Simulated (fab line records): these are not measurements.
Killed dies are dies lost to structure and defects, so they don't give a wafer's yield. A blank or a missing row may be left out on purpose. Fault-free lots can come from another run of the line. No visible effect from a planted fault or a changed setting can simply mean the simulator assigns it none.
Chamber matching -- flow sky130 -- SKY_CAP2M_CVD_00 on pecvd-03: 3 sister chambers
The step deposits SiO2, target thk 15.5 nm. 16 wafers are shown with their chamber, then 8 later ones without.

== WAFERS, EACH WITH ITS CHAMBER ==
wafer,chamber,heater_power_w (W)
L077.3,0,621
L077.5,0,600
L077.6,1,792
L081.1,1,784
L081.2,0,655
L081.4,1,780
L082.1,0,644
L082.3,0,631
L082.6,0,622
L085.1,2,676
L085.5,2,689
L085.6,0,641
L086.1,0,610
L086.2,0,591
L086.5,0,625
L093.1,2,756

SIGNATURES (means of the wafers above)
reading,chamber 0,chamber 1,chamber 2,scatter within a chamber
heater_power_w,624.00,785.33,707.00,23.8
Rule: for a wafer and a chamber, the distance is found by dividing, reading by reading, the gap between the wafer's reading and the chamber's mean by the reading's scatter, squaring, summing and taking the root. The wafer belongs to the nearest chamber; if the next one is less than 2 further off, it can't be placed. The scatter is the square root of a quotient: the sum, over the shown wafers, of each reading's squared deviation from its chamber's mean, divided by wafers minus chambers.

== WAFERS WITH NO CHAMBER GIVEN ==
wafer,heater_power_w (W)
L093.2,904
L093.5,755
L095.2,746
L095.3,619
L095.5,646
L097.1,703
L097.5,679
L097.6,625

== EACH ONE'S CHAMBER ==
wafer,from the rows above,in truth
L093.2,1,1
L093.5,can't be placed: 1 or 2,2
L095.2,can't be placed: 2 or 1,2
L095.3,0,0
L095.5,can't be placed: 0 or 2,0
L097.1,2,2
L097.5,can't be placed: 2 or 0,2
L097.6,0,0
Correctly placed: 4 of 8. Unplaceable from these rows: 4, with the true chamber sitting among the candidates in 4. Number placed wrongly: 0.
